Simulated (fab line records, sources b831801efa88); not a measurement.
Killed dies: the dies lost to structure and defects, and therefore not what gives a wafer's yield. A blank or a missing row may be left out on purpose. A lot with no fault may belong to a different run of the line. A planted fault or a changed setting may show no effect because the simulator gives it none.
Which tool is to blame?    flow gf180mcu    13 lots (39 wafers sampled), 1 step of a 602-step route

## WHAT EACH GAUGE READ, for each wafer
GF_CONTACT_OVL_MEAS_15.
lot   measured      on          CONTACT_OVL (nm)
L145  day 16 02:31  overlay-01  -8 1 0
L147  day 16 20:55  overlay-01  -5 1 -4
L149  day 17 08:53  overlay-02  5 -4 -3
L150  day 18 00:01  overlay-01  1 -3 -1
L152  day 18 14:58  overlay-02  0 -1 4
L153  day 19 00:21  overlay-02  0 3 3
L155  day 19 22:52  overlay-02  5 4 0
L156  day 20 07:48  overlay-02  1 3 2
L159  day 21 11:15  overlay-02  2 -1 -4
L160  day 21 12:49  overlay-02  -9 -7 -7
L164  day 22 21:42  overlay-02  -1 -1 -8
L167  day 23 20:52  overlay-02  -2 7 7
L168  day 24 09:06  overlay-02  -2 -3 1

## EACH LOT AND THE TOOL THAT RAN IT (in order: tool; ch and the chambers of the sampled wafers; start)
The record shows no process step preceding these readings.

## WHAT THE TOOLS THEMSELVES READ (means of the sampled wafers that have a number; where no wafer has one, the mark that the record gives instead)
The record holds no such reading with a usual standard deviation.

## THE ANSWER, worked out from the rows above alone
Rule: usual is defined by the lots themselves. The widest of any qualifying gaps counts: lots, ordered by their means at a reading, are off when they make up no more than a third of the lots, leave a main group of 4 or more, and stand apart from it by 3 or more times the standard deviation of that group's means. If all means in a main group match to the digits the tables above print for the reading, that group is not used. A lot without any number at a reading at which 4 lots or more have one is off too. The other lots that the step has rows for count as sound. After the gauges, taken in route order, come the tools' own readings; for these a lot's mean is taken, as printed above. The first step at which some lot is off is used, and at that step the reading that is off furthest; a lot without a number counts as furthest.
No lot is off at any reading shown: from this, nothing can be told.

## WHAT THE SIMULATOR PUT IN
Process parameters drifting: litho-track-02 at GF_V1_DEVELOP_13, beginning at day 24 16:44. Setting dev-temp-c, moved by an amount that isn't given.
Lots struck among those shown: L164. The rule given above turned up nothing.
